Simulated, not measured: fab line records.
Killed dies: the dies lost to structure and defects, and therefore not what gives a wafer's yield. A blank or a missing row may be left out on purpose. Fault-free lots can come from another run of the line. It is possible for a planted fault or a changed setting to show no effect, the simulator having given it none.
Chamber matching | flow gf180mcu | 4 sister chambers for GF_V5_CMP_26 on cmp-02
The step polishes, stops on SiO2, t overpolish 15 s, target thk 0 nm. 8 wafers are shown with their chamber, then 9 later ones without.

EACH WAFER AND ITS CHAMBER
wafer  | chamber | motor_current_A (A) | time_to_endpoint_s (s)
L080.6 | 2       | 11.3                | 89
L083.1 | 3       | 11.8                | 80
L085.4 | 0       | 10.3                | 86
L085.5 | 2       | 12.1                | 84
L085.6 | 3       | 11.9                | 82
L087.3 | 1       | 11.5                | 80
L087.5 | 0       | 10.0                | 86
L087.6 | 1       | 11.1                | 78

WAFERS MISSING THEIR CHAMBER
wafer  | motor_current_A (A) | time_to_endpoint_s (s)
L090.2 | 11.5                | 87
L090.5 | 11.8                | 87
L090.6 | 11.4                | 79
L095.1 | 10.2                | 84
L095.4 | 12.1                | 88
L095.6 | 11.4                | 86
L096.2 | 11.1                | 78
L096.3 | 10.2                | 82
L096.5 | 11.9                | 85

WHICH CHAMBER EACH WENT THROUGH
wafer  | from the rows above     | in truth
L090.2 | 2                       | 2
L090.5 | 2                       | 2
L090.6 | can't be placed: 1 or 3 | 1
L095.1 | 0                       | 0
L095.4 | 2                       | 2
L095.6 | can't be placed: 2 or 3 | 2
L096.2 | can't be placed: 1 or 3 | 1
L096.3 | can't be placed: 0 or 1 | 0
L096.5 | can't be placed: 2 or 3 | 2
Placed correctly: 4 of 9. Unplaceable from these rows: 5, with the true chamber sitting among the candidates in 5. Wrongly placed: 0.
How it was worked out, from the rows above alone: a wafer's distance from a chamber is the root of the sum, over the readings, of the square of ((its reading less the chamber's mean) divided by the reading's scatter). The wafer belongs to the nearest chamber; if the next one is less than 2 further off, it can't be placed. For every chamber, the mean is computed from those of its wafers that are shown. The scatter: take each reading less its chamber's mean, square it, sum over the shown wafers, divide by the number of wafers less the number of chambers, and take the root.
